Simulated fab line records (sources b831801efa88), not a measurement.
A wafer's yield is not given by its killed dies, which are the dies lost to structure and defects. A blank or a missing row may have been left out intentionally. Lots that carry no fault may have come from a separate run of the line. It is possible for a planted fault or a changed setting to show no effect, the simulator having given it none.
8D (eight disciplines) problem report, filled in by code | flow gf180mcu | the parts of the form that need people (team, actions taken, sign-off) are left out

## 1. PROBLEM STATEMENT
STI_OXIDATION_THK at GF_STI_THK_MEAS_02 reads a mean of 13.27 nm on 6 wafers of 2 lots; wafers without a fault read 9.87 nm with a standard deviation of 0.18. Measured from the usual mean, that is +19 standard deviations.
The first sign was on wafer L159.1 at day 5 10:31, on film-metro-04. Wafers with a number at this step in the record: 39, from 13 lots. Rule for "out" (also "out of limits"): further than 4 standard deviations from the usual mean. The rest of the wafers with a number are treated as sound.

## 2. WHAT IT IS, AND WHAT IT ISN'T
question                    | is                     | is not
which readings at this step | STI_OXIDATION_THK      | -
which lots                  | L159, L160             | L141, L144, L145, L146, L147, L149, L150, L151, L153, L154, L163
which wafers of those lots  | all that have a number | -
read on which gauges        | film-metro-04          | film-metro-02, film-metro-03
when                        | from day 5 10:31       | up to then (30 sound wafers); but 3 sound wafers of L163 came after

## 3. THE SUSPECTS, EACH WITH WHAT RULES IT OUT
Counting: any tool at a process step up to the reading is kept as a suspect provided that every lot that is out went through it and no sound lot did after the first of them.
- the gauge at GF_STI_THK_MEAS_02: kept. All the wafers that are out were read on film-metro-04, and no step on other tools shows them out.
- furnace-02 at GF_STI_OXIDATION_01 (stabilise 600 s, purge 300 s, target thk 10 nm): kept. All lots that are out passed through it, beginning with L159 at day 5 09:07, and no sound lot followed; its final sound lot before that point was L154 at day 4 08:32.
After counting, furnace-02 at GF_STI_OXIDATION_01 and film-metro-04 at GF_STI_THK_MEAS_02 remain.

## 4. THE CAUSE (what the simulator had put in)
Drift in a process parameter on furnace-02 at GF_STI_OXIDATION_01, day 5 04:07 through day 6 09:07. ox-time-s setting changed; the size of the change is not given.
Counting left 2 suspects, and this tool is among them.

## 5. THE EFFECT CHAIN, in route order
Rows list readings where the struck wafers' mean (over those with a number) sits beyond 3 standard deviations from the usual. Only readings whose record carries a usual standard deviation are examined. hours: median over the lots of the time between each lot's start at the first step of this table that gives one and its start at this step. sigmas: the change, counted in usual standard deviations.
hours | step               | reading           | usual   | on struck wafers | change | sigmas
0     | GF_STI_THK_MEAS_02 | STI_OXIDATION_THK | 9.87 nm | 13.27            | +3.40  | +19
Later measuring or inspecting steps at which every struck wafer that the step has a row for has a number for every such reading, and none has moved that far: GF_POLY_GATE_THK_MEAS_01.

## 6. HOW IT WOULD HAVE BEEN CAUGHT EARLIER
6 hours passed between the start of the fault at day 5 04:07 and the first reading out of limits at a measuring or inspecting step in this record, taken at day 5 10:31.
L160, from the lots that are out (2), started GF_STI_OXIDATION_01 on furnace-02 later than day 5 10:31. Had the tool been put on hold then, it would have been spared.
